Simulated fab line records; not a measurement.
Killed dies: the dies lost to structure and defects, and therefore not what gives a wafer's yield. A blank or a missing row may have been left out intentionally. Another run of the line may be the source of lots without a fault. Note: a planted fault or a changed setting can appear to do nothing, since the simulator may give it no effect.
Problem report, 8D (eight disciplines) form, completed by code || flow sky130 || the parts of the form that need people (team, actions taken, sign-off) are left out

1. WHAT IS WRONG
exposure dose mJ cm2 at SKY_VT_ADJUST_LVTN_EXPOSE_15 reads a mean of 184.19 on 6 wafers of 2 lots; wafers without a fault read 162.99 with a standard deviation of 0.17. So: +99 or more standard deviations from the usual mean.
The step: exposes mask HVN STD DERIVED, target cd 600 nm.
First seen on wafer L632.1, day 10 22:49, on iline stepper-01. At this step, 36 wafers from 12 lots have a number in the record. Rule for "out", or "out of limits": more than 4 standard deviations from the usual mean. The other wafers with a number count as sound.

2. WHAT IT IS, WHAT IT ISN'T
{"question": "which readings at this step", "is": "exposure dose mJ cm2", "is not": "reticle temp C"}
{"question": "which lots", "is": "L632, L634", "is not": "L620, L624, L625, L628, L629, L630, L631, L633, L636, L641"}
{"question": "which wafers of those lots", "is": "all that have a number", "is not": "-"}
{"question": "read on which tools", "is": "iline stepper-01", "is not": "iline stepper-02"}
{"question": "when", "is": "from day 10 22:49", "is not": "up to then (21 sound wafers); but 9 sound wafers of L633, L636, L641 came after"}

3. WHAT RULES OUT EACH SUSPECT
Counting: a tool at any process step up to the reading remains a suspect when it ran all the lots that are out and ran no sound lot after the first of those.
- iline stepper-01 at SKY_VT_ADJUST_LVTN_EXPOSE_15 (exposes mask HVN STD DERIVED, target cd 600 nm): kept. It processed each lot that is out, first L632 at day 10 22:49, and no sound lot thereafter; up to then, the last sound lot it processed was L630 at day 10 06:41. Its own exposure dose mJ cm2 readings are out on those wafers.
The count leaves iline stepper-01 at SKY_VT_ADJUST_LVTN_EXPOSE_15.

4. THE CAUSE (what the simulator had put in)
Process parameter drift: iline stepper-01, from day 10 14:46 on, at SKY_VT_ADJUST_LVTN_EXPOSE_15. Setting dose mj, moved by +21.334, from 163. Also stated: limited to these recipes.
Only this tool survived the counting.

5. THE CHAIN OF EFFECTS, in route order
One row per reading whose mean, taken over the struck wafers that have a number, lies over 3 standard deviations from the usual. Only readings whose record carries a usual standard deviation are examined. hours: median over the lots of the time between each lot's start at the first step of this table that gives one and its start at this step. sigmas: the change, counted in usual standard deviations.
{"hours": 0, "step": "SKY_VT_ADJUST_LVTN_EXPOSE_15", "reading": "exposure dose mJ cm2", "usual": 162.99, "on struck wafers": 184.19, "change": "+21.20", "sigmas": "+99 or more"}
The process steps in it:
- SKY_VT_ADJUST_LVTN_EXPOSE_15: exposes mask HVN STD DERIVED, target cd 600 nm.
Later measuring or inspecting steps at which every struck wafer that the step has a row for has a number for every such reading, and none has moved that far: SKY_VT_ADJUST_HVTR_OVL_MEAS_08.

6. HOW IT WOULD HAVE BEEN CAUGHT EARLIER
In this record no reading fell out of limits until day 10 22:49, 8 hours after the fault had begun at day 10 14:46.
